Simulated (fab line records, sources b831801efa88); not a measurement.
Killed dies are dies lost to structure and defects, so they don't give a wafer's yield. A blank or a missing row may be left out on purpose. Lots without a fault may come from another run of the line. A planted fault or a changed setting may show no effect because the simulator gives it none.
fab line records | flow sky130
record lots=6 wafers=16 last_day=50
route steps=708 shown POLY_CUT@317 SD_P@320 RES_XHIGH@332 SD_N@342 PAD_OPEN@708
lots that met no fault: from a run of the same line without faults
start_h: hours from the record's first day to the start of the lot's first wafer shown | wait_h: hours since the lot's step before | " the same as in the row above | L1.1+2: a row that stands for several wafers | - no value, or no start given | * or withheld: withheld | < > ~ a bound
route shown NAME@n: a module of which the file shows steps, and the number in the route of the first | usual: mean/standard deviation of fault-free wafers | same: alike in all rows | chamber/n: place in a boat | sites: the reading at each site | _std_site: their standard deviation | _edge_site: outer sites' mean less inner sites' | radius_mm: how far each site lies from the wafer's centre | mask NAME#n: copy n | behind: the tool/chamber that last shaped the wafer | hold: why the lot was held/for how many hours/how that ended | device: the transistor (n, p or np) that didn't switch | end of line: the same wafers' tests at the end of the route | a step without rows: its recipe alone | killed: dies lost to structure and defects at the first sort, not the wafer's yield | map: a wafer's dies, x killed, . not, _ none there
set.NAME: the setting as run; set.NAME@STEP: as run at that earlier step | model.NAME: the simulator's own value behind a step, which no gauge read
lots at some steps of the route; a table a step, a row a wafer
services: from which hour (start_h, from the record's first day; less than 0 if before it) a tool's chamber was out of use, for how many hours, and why
## steps
# step SKY_POLY_CUT_ETCH_10
# recipe chemistry=N2/H2 target=BARC ion_energy_ev=200 source_w=500 bias_w=100 pressure_mtorr=30 n2_flow_sccm=100 h2_flow_sccm=200 stop_on=SiO2 time_s=45.9 target_depth_a=600
# usual drypump_motor_current_A=5.8/0.4 oes_product_au=0.855/0.0049 throttle_valve_pct=13.223/0.009
# columns lot.wafer tool chamber start_h wait_h drypump_motor_current_A oes_product_au rf_hours_counter_h throttle_valve_pct
L860.1 rie_diel-04 3 589.98 0.0 5.7 0.858 6 13.224
L860.2 " 1 " " 5.5 0.856 9 13.230
L860.3 " 0 " " 6.2 0.862 73 13.219
L866.1 rie_diel-01 3 635.01 0.0 5.4 0.848 10 13.220
L866.4 " 0 " " 5.7 0.849 6 13.218
L866.6 " 1 " " 5.3 0.855 - 13.213
L874.2 rie_diel-01 3 707.09 0.0 5.4 0.850 11 13.224
L874.3 " 1 " " 5.3 0.855 7 13.230
L874.4 " 2 " " 6.1 0.858 4 13.233
L875.1 rie_diel-01 2 708.64 0.0 6.0 0.855 4 13.222
L875.6 " 3 " " 5.4 0.853 - 13.226
L876.4 rie_diel-02 0 735.98 0.0 6.1 0.863 10 13.220
L876.6 " 3 " " 6.6 0.854 - 13.218
L879.1 rie_diel-02 3 747.36 0.0 6.6 0.857 5 13.215
L879.4 " 1 " " 6.0 0.850 1 13.242
L879.5 " 0 " " 6.1 0.860 - 13.229
# step SKY_POLY_CUT_ETCH_11
# recipe target=Si3N4 chemistry=CF4/CH2F2/Ar stop_on=poly-Si source_w=600 bias_w=150 pressure_mtorr=40 cf4_flow_sccm=40 ch2f2_flow_sccm=20 Ar_flow_sccm=150 time_s=42.5 target_depth_a=600
# usual ch2f2_flow_sccm=20.00/0.062 drypump_motor_current_A=5.8/0.4 oes_product_au=0.827/0.0056 throttle_valve_pct=14.996/0.0082
# columns lot.wafer tool chamber start_h wait_h ch2f2_flow_sccm drypump_motor_current_A oes_product_au rf_hours_counter_h throttle_valve_pct
L860.1 rie_diel-04 3 590.02 0.0 19.97 5.7 0.815 6 14.987
L860.2 " 1 " " 20.01 5.5 0.827 9 14.996
L860.3 " 0 " " 20.03 6.3 0.828 73 15.006
L866.1 rie_diel-01 3 635.05 0.0 19.98 5.4 0.826 10 14.996
L866.4 " 0 " " 20.09 5.7 0.826 6 15.002
L866.6 " 1 " " 20.01 5.3 0.831 - 14.990
L874.2 rie_diel-01 3 707.13 0.0 19.93 5.4 0.825 11 15.004
L874.3 " 1 " " 19.98 5.3 0.826 7 14.998
L874.4 " 2 " " 19.93 6.0 0.823 4 14.999
L875.1 rie_diel-01 2 708.68 0.0 20.04 6.0 0.830 4 15.001
L875.6 " 3 " " 19.92 5.4 0.832 - 14.991
L876.4 rie_diel-02 0 736.02 0.0 19.97 6.1 0.839 10 14.995
L876.6 " 3 " " 20.02 6.6 0.825 - 14.992
L879.1 rie_diel-02 3 747.40 0.0 20.02 6.6 0.825 5 15.000
L879.4 " 1 " " 20.13 6.0 0.838 1 14.984
L879.5 " 0 " " 19.94 6.1 0.821 - 14.991
# step SKY_POLY_CUT_STRIP_12
# recipe chemistry=O2/N2 power_w=1400 pressure_mtorr=1500 platen_temp_c=withheld o2_flow_sccm=3000 n2_flow_sccm=300 overash_fraction=0.5
# usual drypump_motor_current_A=5.9/0.48 oes_product_au=0.452/0.0045 strip_time_to_endpoint_s=5.354/0.02
# columns lot.wafer tool chamber start_h wait_h drypump_motor_current_A oes_product_au rf_hours_counter_h strip_time_to_endpoint_s
L860.1 plasma_asher-01 1 590.06 0.0 6.6 0.457 77 5.361
L860.2 " 0 " " 6.5 0.448 77 5.327
L860.3 " 1 " " 6.5 0.454 - 5.363
L866.1 plasma_asher-02 0 635.09 0.0 5.4 0.445 94 5.337
L866.4 " 1 " " 5.7 0.458 - 5.356
L866.6 " 0 " " 5.3 0.459 - 5.353
L874.2 plasma_asher-01 1 707.17 0.0 6.6 0.451 89 5.356
L874.3 " 0 " " 6.5 0.451 - 5.347
L874.4 " 1 " " 6.6 0.454 - 5.340
L875.1 plasma_asher-03 0 708.72 0.0 5.6 0.451 27 5.364
L875.6 " 1 " " 5.7 0.451 - 5.358
L876.4 plasma_asher-03 0 736.10 0.1 5.6 0.454 - 5.353
L876.6 " 1 " " 5.7 0.457 - 5.336
L879.1 plasma_asher-01 1 747.44 0.0 6.6 0.449 93 5.338
L879.4 " 1 " " 6.6 0.455 - 5.348
L879.5 " 1 " " 6.6 0.445 - 5.313
# step SKY_SD_P_DEHYDRATE_00
# recipe temp_c=200 time_s=60
# step SKY_SD_P_HMDS_01
# recipe prime_time_s=60 prime_temp_c=120
# step SKY_SD_P_COAT_02
# recipe resist=NOVOLAK spin_rpm=3000 resist_thk_nm=1140
# step SKY_SD_P_SOFTBAKE_03
# recipe temp_c=90 time_s=60 resist=NOVOLAK
# step SKY_SD_P_EXPOSE_04
# recipe mask_id=PSDM na=0.6 source_shape=conventional sigma_outer=0.6 polarization=unpolarized target_cd_nm=380 dose_mj=138
# step SKY_SD_P_PEB_05
# recipe temp_c=withheld time_s=* resist=NOVOLAK
# step SKY_SD_P_DEVELOP_06
# recipe resist=NOVOLAK developer=TMAH develop_time_s=60 dev_temp_c=23
# step SKY_SD_P_CD_MEAS_07
# recipe target_cd_nm=380
# usual cd_nm=379.8/2.2
# columns lot.wafer tool chamber start_h wait_h cd_nm
L860.1 cd_sem-02 - 618.67 0.1 378.2
L860.2 " - " " 378.0
L860.3 " - " " 379.1
L866.1 cd_sem-02 - 663.92 0.1 379.3
L866.4 " - " " 379.4
L866.6 " - " " 378.9
L874.2 cd_sem-02 - 734.69 0.1 378.0
L874.3 " - " " 377.3
L874.4 " - " " 377.3
L875.1 cd_sem-02 - 736.32 0.1 381.1
L875.6 " - " " 382.0
L876.4 cd_sem-02 - 763.57 0.1 384.7
L876.6 " - " " 382.8
L879.1 cd_sem-02 - 774.27 0.1 378.3
L879.4 " - " " 381.9
L879.5 " - " " 377.9
# step SKY_SD_P_OVL_MEAS_08
# usual SD_P_OVL=-0.2/1.5
# columns lot.wafer tool chamber start_h wait_h SD_P_OVL[nm]
L860.1 overlay-02 - 618.79 0.1 0.3
L860.2 " - " " -0.8
L860.3 " - " " -2.3
L866.1 overlay-02 - 664.04 0.1 -0.2
L866.4 " - " " -1.1
L866.6 " - " " -0.1
L874.2 overlay-02 - 734.80 0.1 1.6
L874.3 " - " " -0.5
L874.4 " - " " 0.0
L875.1 overlay-01 - 736.44 0.1 1.7
L875.6 " - " " -0.4
L876.4 overlay-02 - 763.64 0.1 -1.2
L876.6 " - " " -2.2
L879.1 overlay-02 - 774.39 0.1 -1.1
L879.4 " - " " -2.7
L879.5 " - " " 0.8
# step SKY_SD_P_IMPLANT_09
# recipe species=BF2 energy_kev=20 dose_cm2=3e+15 tilt_deg=0
# usual end_station_pressure_torr=1.29e-05/6.1e-07
# columns lot.wafer tool chamber start_h wait_h end_station_pressure_torr
L860.1 implanter-01 0 618.83 0.0 1.34e-05
L860.2 " 0 " " 1.2e-05
L860.3 " 0 " " 1.27e-05
L866.1 implanter-04 0 664.07 0.0 1.21e-05
L866.4 " 0 " " 1.22e-05
L866.6 " 0 " " 1.31e-05
L874.2 implanter-02 0 734.85 0.0 1.36e-05
L874.3 " 0 " " 1.37e-05
L874.4 " 0 " " 1.3e-05
L875.1 implanter-04 0 736.47 0.0 1.27e-05
L875.6 " 0 " " 1.34e-05
L876.4 implanter-04 0 763.74 0.1 1.25e-05
L876.6 " 0 " " 1.21e-05
L879.1 implanter-02 0 774.42 0.0 1.25e-05
L879.4 " 0 " " 1.37e-05
L879.5 " 0 " " 1.24e-05
# step SKY_SD_P_STRIP_10
# recipe chemistry=O2/N2 power_w=1400 pressure_mtorr=1500 platen_temp_c=withheld o2_flow_sccm=3000 n2_flow_sccm=300 overash_fraction=0.5
# usual drypump_motor_current_A=5.9/0.45 oes_product_au=0.617/0.0043 strip_time_to_endpoint_s=17.52/0.052
# columns lot.wafer tool chamber start_h wait_h drypump_motor_current_A oes_product_au rf_hours_counter_h strip_time_to_endpoint_s
L860.1 plasma_asher-03 0 618.98 0.1 5.6 0.621 18 17.62
L860.2 " 1 " " 5.7 0.616 18 17.61
L860.3 " 0 " " 5.6 0.623 - 17.57
L866.1 plasma_asher-01 0 664.22 0.1 6.5 0.625 85 17.52
L866.4 " 1 " " 6.6 0.618 - 17.51
L866.6 " 1 " " 6.6 0.611 - 17.53
L874.2 plasma_asher-03 1 734.98 0.1 5.8 0.617 29 17.47
L874.3 " 1 " " 5.7 0.617 - 17.51
L874.4 " 0 " " 5.6 0.619 - 17.47
L875.1 plasma_asher-03 0 736.62 0.1 5.6 0.631 29 16.96
L875.6 " 0 " " 5.6 0.640 - 16.95
L876.4 plasma_asher-03 1 763.85 0.1 5.7 0.618 - 17.48
L876.6 " 0 " " 5.6 0.632 - 16.87
L879.1 plasma_asher-03 0 774.57 0.1 5.6 0.617 33 17.58
L879.4 " 0 " " 5.6 0.618 - 17.54
L879.5 " 0 " " 5.6 0.621 - 17.54
# step SKY_SD_P_TW_MEAS_11
# usual SD_P_TW=2815/45
# columns lot.wafer tool chamber start_h wait_h SD_P_TW
L860.1 film_metro-04 - 619.08 0.1 2785
L860.2 " - " " 2776
L860.3 " - " " 2791
L866.1 film_metro-01 - 664.32 0.1 2846
L866.4 " - " " 2869
L866.6 " - " " 2866
L874.2 film_metro-01 - 735.09 0.1 2845
L874.3 " - " " 2862
L874.4 " - " " 2847
L875.1 film_metro-01 - 736.72 0.1 2684
L875.6 " - " " 2685
L876.4 film_metro-04 - 763.94 0.1 2758
L876.6 " - " " 2608
L879.1 film_metro-04 - 774.67 0.1 2775
L879.4 " - " " 2769
L879.5 " - " " 2787
# step SKY_RES_XHIGH_DEHYDRATE_00
# recipe temp_c=200 time_s=60
# step SKY_RES_XHIGH_HMDS_01
# recipe prime_time_s=60 prime_temp_c=120
# step SKY_RES_XHIGH_COAT_02
# recipe resist=NOVOLAK spin_rpm=3000 resist_thk_nm=1140
# step SKY_RES_XHIGH_SOFTBAKE_03
# recipe temp_c=90 time_s=60 resist=NOVOLAK
# step SKY_RES_XHIGH_EXPOSE_04
# recipe mask_id=URPM na=0.6 source_shape=conventional sigma_outer=0.6 polarization=unpolarized target_cd_nm=1270 dose_mj=140
# step SKY_RES_XHIGH_PEB_05
# recipe temp_c=withheld time_s=* resist=NOVOLAK
# step SKY_RES_XHIGH_DEVELOP_06
# recipe resist=NOVOLAK developer=TMAH develop_time_s=60 dev_temp_c=23
# step SKY_RES_XHIGH_IMPLANT_07
# recipe species=BF2 energy_kev=20 dose_cm2=3.6e+14 tilt_deg=0
# step SKY_RES_XHIGH_STRIP_08
# recipe chemistry=O2/N2 power_w=1400 pressure_mtorr=1500 platen_temp_c=withheld o2_flow_sccm=3000 n2_flow_sccm=300 overash_fraction=0.5
# usual drypump_motor_current_A=5.51/0.19 oes_product_au=0.711/0.0045 strip_time_to_endpoint_s=14.28/0.047
# columns lot.wafer tool chamber start_h wait_h drypump_motor_current_A oes_product_au rf_hours_counter_h strip_time_to_endpoint_s
L860.1 plasma_asher-04 1 647.92 0.1 5.20 0.714 54 14.26
L860.2 " 0 " " 5.57 0.707 54 14.26
L860.3 " 0 " " 5.56 0.708 - 14.27
L866.1 plasma_asher-03 1 692.62 0.1 5.75 0.716 25 14.31
L866.4 " 1 " " 5.76 0.707 - 14.34
L866.6 " 0 " " 5.58 0.723 - 14.32
L874.2 plasma_asher-02 0 761.67 0.1 5.34 0.712 1 14.28
L874.3 " 0 " " 5.36 0.708 - 14.30
L874.4 " 1 " " 5.71 0.712 - 14.25
L875.1 plasma_asher-04 1 764.32 0.1 5.19 0.713 65 14.18
L875.6 " 0 " " 5.54 0.707 - 14.19
L876.4 plasma_asher-03 0 789.70 0.1 5.58 0.710 - 14.24
L876.6 " 1 " " 5.77 0.710 - 14.24
L879.1 plasma_asher-02 1 800.42 0.1 5.71 0.718 6 14.30
L879.4 " 0 " " 5.31 0.721 - 14.34
L879.5 " 1 " " 5.67 0.706 - 14.30
# step SKY_RES_XHIGH_TW_MEAS_09
# usual RES_XHIGH_TW=1628/25
# columns lot.wafer tool chamber start_h wait_h RES_XHIGH_TW
L860.1 film_metro-04 - 648.02 0.1 1602
L860.2 " - " " 1605
L860.3 " - " " 1605
L866.1 film_metro-01 - 692.72 0.1 1666
L866.4 " - " " 1660
L866.6 " - " " 1669
L874.2 film_metro-01 - 761.78 0.1 1651
L874.3 " - " " 1653
L874.4 " - " " 1654
L875.1 film_metro-04 - 764.42 0.1 1602
L875.6 " - " " 1606
L876.4 film_metro-02 - 789.80 0.1 1617
L876.6 " - " " 1615
L879.1 film_metro-04 - 800.52 0.1 1596
L879.4 " - " " 1603
L879.5 " - " " 1609
# step SKY_SD_N_DEHYDRATE_00
# recipe temp_c=200 time_s=60
# step SKY_SD_N_HMDS_01
# recipe prime_time_s=60 prime_temp_c=120
# step SKY_SD_N_COAT_02
# recipe resist=NOVOLAK spin_rpm=3000 resist_thk_nm=1140
# step SKY_SD_N_SOFTBAKE_03
# recipe temp_c=90 time_s=60 resist=NOVOLAK
# step SKY_SD_N_EXPOSE_04
# recipe mask_id=NSDM na=0.6 source_shape=conventional sigma_outer=0.6 polarization=unpolarized target_cd_nm=380 dose_mj=141
# step SKY_SD_N_PEB_05
# recipe temp_c=withheld time_s=* resist=NOVOLAK
# step SKY_SD_N_DEVELOP_06
# recipe resist=NOVOLAK developer=TMAH develop_time_s=60 dev_temp_c=23
# step SKY_SD_N_CD_MEAS_07
# recipe target_cd_nm=380
# usual cd_nm=380.5/2.2
# columns lot.wafer tool chamber start_h wait_h cd_nm
L860.1 cd_sem-02 - 676.68 0.1 383.7
L860.2 " - " " 383.1
L860.3 " - " " 382.4
L866.1 cd_sem-01 - 717.91 0.1 377.5
L866.4 " - " " 380.6
L866.6 " - " " 379.3
L874.2 cd_sem-02 - 787.68 0.1 379.3
L874.3 " - " " 377.9
L874.4 " - " " 378.4
L875.1 cd_sem-02 - 791.38 0.1 378.6
L875.6 " - " " 380.7
L876.4 cd_sem-01 - 816.93 0.1 378.5
L876.6 " - " " 379.8
L879.1 cd_sem-02 - 826.61 0.1 379.2
L879.4 " - " " 378.1
L879.5 " - " " 377.1
# step SKY_SD_N_OVL_MEAS_08
# usual SD_N_OVL=-0.2/1.3
# columns lot.wafer tool chamber start_h wait_h SD_N_OVL[nm]
L860.1 overlay-02 - 676.80 0.1 -1.8
L860.2 " - " " -0.5
L860.3 " - " " -0.6
L866.1 overlay-02 - 718.03 0.1 0.0
L866.4 " - " " 0.0
L866.6 " - " " -1.5
L874.2 overlay-01 - 787.78 0.1 -0.3
L874.3 " - " " 1.5
L874.4 " - " " -1.5
L875.1 overlay-01 - 791.50 0.1 0.9
L875.6 " - " " -1.6
L876.4 overlay-01 - 817.01 0.1 1.7
L876.6 " - " " 0.7
L879.1 overlay-01 - 826.73 0.1 -1.8
L879.4 " - " " -1.5
L879.5 " - " " -1.2
# step SKY_SD_N_IMPLANT_09
# recipe species=As energy_kev=50 dose_cm2=4e+15 tilt_deg=0
# step SKY_SD_N_IMPLANT_10
# recipe species=P energy_kev=20 dose_cm2=1e+14 tilt_deg=0
# step SKY_SD_N_STRIP_11
# recipe chemistry=O2/N2 power_w=1400 pressure_mtorr=1500 platen_temp_c=withheld o2_flow_sccm=3000 n2_flow_sccm=300 overash_fraction=0.5
# step SKY_SD_N_TW_MEAS_12
# usual SD_N_TW=3957/58
# columns lot.wafer tool chamber start_h wait_h SD_N_TW
L860.1 film_metro-02 - 677.24 0.1 3927
L860.2 " - " " 3927
L860.3 " - " " 3933
L866.1 film_metro-02 - 718.46 0.1 3976
L866.4 " - " " 3980
L866.6 " - " " 3972
L874.2 film_metro-04 - 788.22 0.1 3908
L874.3 " - " " 3923
L874.4 " - " " 3920
L875.1 film_metro-04 - 791.94 0.1 3919
L875.6 " - " " 3891
L876.4 film_metro-04 - 817.45 0.1 3902
L876.6 " - " " 3915
L879.1 film_metro-01 - 827.16 0.1 4061
L879.4 " - " " 4042
L879.5 " - " " 4027
# step SKY_SD_N_CLEAN_13
# recipe chemistry=SC1/SC2 mix=1:4:20 temp_c=70 time_s=150 dry=n2_spin
# step SKY_SD_N_RTA_14
# recipe temp_c=1075 time_s=2 idle_temp_c=650 ramp_up_c_per_s=150 ramp_down_c_per_s=90 ambient=N2
# usual lamp_power_pct=15.74/0.05 wafer_temp_C_max=1078.0/1.3
# columns lot.wafer tool chamber start_h wait_h lamp_power_pct wafer_temp_C_max
L860.1 rtp_anneal-01 0 677.35 0.0 15.75 1079.3
L860.2 " 0 " " 15.74 1079.7
L860.3 " 0 " " 15.81 1078.7
L866.1 rtp_anneal-01 0 718.57 0.0 15.74 1078.6
L866.4 " 0 " " 15.66 1081.1
L866.6 " 0 " " 15.78 1081.3
L874.2 rtp_anneal-01 0 788.34 0.0 15.74 1076.3
L874.3 " 0 " " 15.72 1076.1
L874.4 " 0 " " 15.69 1078.2
L875.1 rtp_anneal-02 0 792.05 0.0 15.70 1077.9
L875.6 " 0 " " 15.70 1078.0
L876.4 rtp_anneal-01 0 817.57 0.0 15.81 1077.6
L876.6 " 0 " " 15.76 1077.8
L879.1 rtp_anneal-02 0 827.27 0.0 15.86 1077.8
L879.4 " 0 " " 15.75 1080.8
L879.5 " 0 " " 15.84 1079.4
# step SKY_SD_N_RS_MEAS_16
# recipe thk_meas_gauge=four-point-probe
# usual SD_N_RS=68.61/0.12
# columns lot.wafer tool chamber start_h wait_h SD_N_RS[ohm/sq]
L860.1 film_metro-01 - 677.52 0.1 68.57
L860.2 " - " " 68.42
L860.3 " - " " 68.52
L866.1 film_metro-04 - 718.75 0.1 68.77
L866.4 " - " " 68.68
L866.6 " - " " 68.88
L874.2 film_metro-02 - 788.53 0.1 68.68
L874.3 " - " " 68.55
L874.4 " - " " 68.50
L875.1 film_metro-01 - 792.22 0.1 68.58
L875.6 " - " " 68.46
L876.4 film_metro-02 - 817.77 0.1 68.73
L876.6 " - " " 68.53
L879.1 film_metro-02 - 827.45 0.1 68.68
L879.4 " - " " 68.79
L879.5 " - " " 68.57
# step SKY_SD_N_RS_MEAS_17
# recipe thk_meas_gauge=four-point-probe
# usual SD_P_RS=147.1/0.37
# columns lot.wafer tool chamber start_h wait_h SD_P_RS[ohm/sq]
L860.1 film_metro-01 - 677.64 0.1 146.3
L860.2 " - " " 146.8
L860.3 " - " " 147.0
L866.1 film_metro-04 - 718.87 0.1 147.8
L866.4 " - " " 147.9
L866.6 " - " " 147.4
L874.2 film_metro-02 - 788.65 0.1 147.3
L874.3 " - " " 147.2
L874.4 " - " " 147.2
L875.1 film_metro-01 - 792.34 0.1 151.8
L875.6 " - " " 151.4
L876.4 film_metro-02 - 817.89 0.1 147.4
L876.6 " - " " 151.9
L879.1 film_metro-02 - 827.57 0.1 147.5
L879.4 " - " " 147.3
L879.5 " - " " 147.1
# step SKY_PAD_OPEN_PROBE_99
# usual killed_at_M0_to_M3=45/6.8 killed_at_M4_up=3.2/1.6 killed_at_contacts=24/5.1 killed_at_front_end=14/4.4 killed_at_other=0.4/0.65 killed_dies=87/8.8 killed_open=47/7.2 killed_short=39/6.1
# same gross_dies=492 killed_at_back_side=0
# columns lot.wafer tool chamber start_h wait_h killed_at_M0_to_M3 killed_at_M4_up killed_at_contacts killed_at_front_end killed_at_other killed_dies killed_open killed_short model.etest.licon_high_po.rc_ohm model.etest.res_high_po.line_ohm_um model.etest.res_pdiff.line_ohm_um model.etest.pfet_01v8.r_on_ohm_um model.etest.res_high_po.rs_ohm_sq_range model.etest.pfet_g5v0d10v5.r_on_ohm_um model.etest.res_high_po.rs_ohm_sq model.etest.licon_pdiff.rc_ohm
L860.1 prober-01 - 1096.24 0.1 40 1 28 12 0 81 42 39 324.8 718.2 1322 2907 7.679 4686 255.7 588.5
L860.2 prober-01 - 1096.29 0.1 48 2 39 11 0 100 62 37 333.6 748.9 1331 2896 6.009 4747 259.2 573.7
L860.3 prober-01 - 1096.34 0.2 48 2 34 7 1 92 51 41 343.9 751.1 1315 2878 7.657 4741 263.8 595.7
L866.1 prober-01 - 1126.34 0.1 39 3 29 9 0 80 49 31 349.4 769 1355 2901 4.076 4686 270.8 563.2
L866.4 prober-01 - 1126.49 0.2 37 3 31 9 1 81 52 29 354.1 759.6 1357 2875 3.417 4586 262.7 602.2
L866.6 prober-01 - 1126.59 0.2 47 3 22 18 1 91 51 40 337.2 746.8 1363 2851 5.947 4642 259.7 590.9
L874.2 prober-01 - 1174.52 0.1 42 2 15 14 0 73 44 29 353 743.1 1383 3003 12.3 4832 264.3 588.5
L874.3 prober-01 - 1174.57 0.2 50 7 20 25 0 102 46 55 341 748.8 1402 2912 10.57 4863 260.2 568.8
L874.4 prober-01 - 1174.62 0.2 44 6 21 17 0 88 53 35 350.1 716.4 1363 2859 10.05 4712 253.5 608.7
L875.1 prober-02 - 1176.83 0.1 38 4 17 11 0 70 43 27 757.2 1085 1568 3014 130.2 4938 383.2 734.8
L875.6 prober-02 - 1177.08 0.2 42 5 23 17 0 87 44 43 806.9 1148 1531 2962 150.2 4899 407.5 702.5
L876.4 prober-01 - 1193.62 0.2 49 2 20 17 0 88 44 44 337.6 751.7 1374 2902 10.65 4745 264.7 602.7
L876.6 prober-01 - 1193.72 0.2 44 2 28 17 0 91 44 47 788.4 1109 1538 3024 151.3 4749 393.1 700.9
L879.1 prober-02 - 1201.32 0.1 43 2 21 18 3 87 54 33 360.8 767.5 1393 2804 4.293 4706 264.3 590.8
L879.4 prober-02 - 1201.47 0.2 42 3 21 11 0 77 45 32 359 756.8 1338 2818 8.49 4710 264.5 571
L879.5 prober-02 - 1201.52 0.2 34 5 19 15 0 73 42 31 345.4 745.7 1353 2799 4.209 4696 259.7 577.6
# killed by level:class
L860.1 VIA1:geometric_particle:open=10 CONTACT:geometric_particle:open=9 LI_CONTACT:geometric_particle:open=8 CONTACT:geometric_particle:short=7 FIELD_ISO:geometric_particle:short=5 METAL1:geometric_particle:short=5 METAL3:geometric_particle:short=5 METAL1:geometric_particle:open=4
L860.2 CONTACT:geometric_particle:open=16 LI_CONTACT:geometric_particle:open=12 VIA1:geometric_particle:open=9 VIA2:geometric_particle:open=8 VIA3:geometric_particle:open=7 METAL2:geometric_particle:short=6 METAL3:geometric_particle:short=5 LOCAL_INTERCONNECT:geometric_particle:short=4
L860.3 VIA1:geometric_particle:open=13 LI_CONTACT:geometric_particle:open=10 CONTACT:geometric_particle:open=9 METAL2:geometric_particle:short=8 VIA3:geometric_particle:open=7 VIA1:geometric_particle:short=6 CONTACT:geometric_particle:short=5 LI_CONTACT:geometric_particle:short=4
L866.1 CONTACT:geometric_particle:open=14 VIA1:geometric_particle:open=10 VIA2:geometric_particle:open=8 VIA3:geometric_particle:open=7 LI_CONTACT:geometric_particle:open=6 METAL1:geometric_particle:short=5 CONTACT:geometric_particle:short=4 FIELD_ISO:geometric_particle:short=3
L866.4 CONTACT:geometric_particle:open=16 VIA2:geometric_particle:open=10 LI_CONTACT:geometric_particle:open=6 VIA1:geometric_particle:open=6 METAL1:geometric_particle:short=5 LOCAL_INTERCONNECT:geometric_particle:short=4 CONTACT:geometric_particle:short=4 METAL2:geometric_particle:open=4
L866.6 VIA1:geometric_particle:open=11 VIA1:geometric_particle:short=10 VIA2:geometric_particle:open=10 CONTACT:geometric_particle:open=9 METAL3:geometric_particle:short=7 FIELD_ISO:geometric_particle:open=6 CONTACT:geometric_particle:short=5 FIELD_ISO:geometric_particle:short=4
L874.2 VIA1:geometric_particle:open=10 VIA2:geometric_particle:open=10 VIA3:geometric_particle:open=8 CONTACT:geometric_particle:open=6 FIELD_ISO:geometric_particle:short=5 POLY_GATE:geometric_particle:short=5 METAL2:geometric_particle:short=4 LOCAL_INTERCONNECT:geometric_particle:short=3
L874.3 FIELD_ISO:geometric_particle:short=10 VIA1:geometric_particle:open=9 CONTACT:geometric_particle:open=8 VIA3:geometric_particle:open=7 METAL2:geometric_particle:short=7 METAL4:geometric_particle:short=7 METAL1:geometric_particle:short=6 VIA1:geometric_particle:short=6
L874.4 VIA1:geometric_particle:open=12 FIELD_ISO:geometric_particle:open=9 VIA2:geometric_particle:open=8 CONTACT:geometric_particle:open=7 VIA3:geometric_particle:open=5 FIELD_ISO:geometric_particle:short=4 METAL2:geometric_particle:short=4 LI_CONTACT:geometric_particle:open=4
L875.1 VIA2:geometric_particle:open=7 CONTACT:geometric_particle:open=6 VIA3:geometric_particle:open=6 VIA1:geometric_particle:short=5 VIA1:geometric_particle:open=5 LI_CONTACT:geometric_particle:short=4 FIELD_ISO:geometric_particle:open=3 LI_CONTACT:geometric_particle:open=3
L875.6 VIA1:geometric_particle:open=10 CONTACT:geometric_particle:open=9 METAL2:geometric_particle:short=8 METAL1:geometric_particle:short=6 FIELD_ISO:geometric_particle:open=5 VIA2:geometric_particle:open=5 FIELD_ISO:geometric_particle:short=4 LI_CONTACT:geometric_particle:short=4
L876.4 VIA1:geometric_particle:open=10 VIA2:geometric_particle:open=6 METAL1:geometric_particle:short=6 VIA3:geometric_particle:open=6 POLY_GATE:geometric_particle:open=5 LI_CONTACT:geometric_particle:open=5 CONTACT:geometric_particle:open=5 FIELD_ISO:geometric_particle:short=4
L876.6 VIA1:geometric_particle:open=12 CONTACT:geometric_particle:open=10 METAL1:geometric_particle:short=8 LOCAL_INTERCONNECT:geometric_particle:short=7 POLY_GATE:geometric_particle:short=6 VIA3:geometric_particle:open=6 FIELD_ISO:geometric_particle:short=5 LI_CONTACT:geometric_particle:open=4
L879.1 CONTACT:geometric_particle:open=14 VIA2:geometric_particle:open=11 VIA1:geometric_particle:open=9 POLY_GATE:geometric_particle:short=7 VIA1:geometric_particle:short=6 VIA3:geometric_particle:open=5 FIELD_ISO:geometric_particle:open=4 POLY_GATE:geometric_particle:open=3
L879.4 VIA1:geometric_particle:open=11 LI_CONTACT:geometric_particle:open=8 VIA2:geometric_particle:open=8 CONTACT:geometric_particle:open=6 CONTACT:geometric_particle:short=4 VIA1:geometric_particle:short=4 VIA2:geometric_particle:short=4 POLY_GATE:geometric_particle:short=3
L879.5 VIA2:geometric_particle:open=9 CONTACT:geometric_particle:open=7 LI_CONTACT:geometric_particle:open=6 POLY_GATE:geometric_particle:open=5 VIA1:geometric_particle:open=5 VIA3:geometric_particle:open=5 METAL4:geometric_particle:short=5 METAL1:geometric_particle:short=4
## services
# columns tool chamber start_h hours kind
implanter-02 - 566.36 73.0 pm
rie_diel-04 - 590.11 0.2 repair
rie_diel-02 0 593.93 2.2 repair
rie_diel-01 0 601.28 1.6 repair
rie_diel-02 3 636.34 4.9 repair
plasma_asher-02 - 644.68 1.7 repair
rie_diel-02 1 659.57 6.2 repair
rie_diel-02 0 663.10 20.9 repair
rie_diel-04 - 665.86 2.8 pm
implanter-02 - 674.99 1.2 repair
rie_diel-02 1 677.84 18.0 repair
rtp_anneal-01 - 683.40 4.8 pm
rie_diel-04 2 698.15 28.5 repair
rie_diel-04 3 708.87 3.9 repair
rie_diel-01 0 712.86 9.8 repair
plasma_asher-02 - 733.75 9.0 pm
rie_diel-04 1 739.51 1.7 repair
plasma_asher-03 - 741.04 0.9 repair
rie_diel-01 - 749.33 14.6 pm
rie_diel-04 1 752.53 7.6 repair
implanter-04 - 770.45 0.6 repair
rie_diel-02 3 804.66 1.8 repair
rie_diel-02 3 811.23 15.4 repair
plasma_asher-02 - 821.24 12.2 pm
## key
first_sign step=SKY_SD_P_STRIP_10 reading=strip_time_to_endpoint_s direction=down sigmas=11 usual=* struck=*
effect step=SKY_SD_P_STRIP_10 reading=oes_product_au direction=up sigmas=3.9 usual=0.617 struck=0.634
effect step=SKY_SD_P_TW_MEAS_11 reading=SD_P_TW direction=down sigmas=3.5 usual=2815 struck=2659
effect step=SKY_SD_N_RS_MEAS_17 reading=SD_P_RS direction=up sigmas=12 usual=147.1 struck=151.7
model_effect step=SKY_PAD_OPEN_PROBE_99 value=etest.licon_high_po.rc_ohm without=349.9 struck=784.2
met_at SKY_SD_P_IMPLANT_09
struck_wafers L875.1,L875.6,L876.6
tester_left_out L875,L876
onset_between 664.07 736.47
fault kind=process_parameter_drift tool=implanter-04 chamber=- onset_h=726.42 steps=SKY_SD_P_IMPLANT_09 channel=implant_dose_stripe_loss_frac offset=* shape=step end_h=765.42 scope=struck_wafers_only
# tester_left_out: of these lots the tester's yield and bins aren't shown, on N5 and GAA mostly nor the transistor test; their killed dies are dies lost to structure and defects alone, not to doping, threshold or leakage, so they don't give the yield
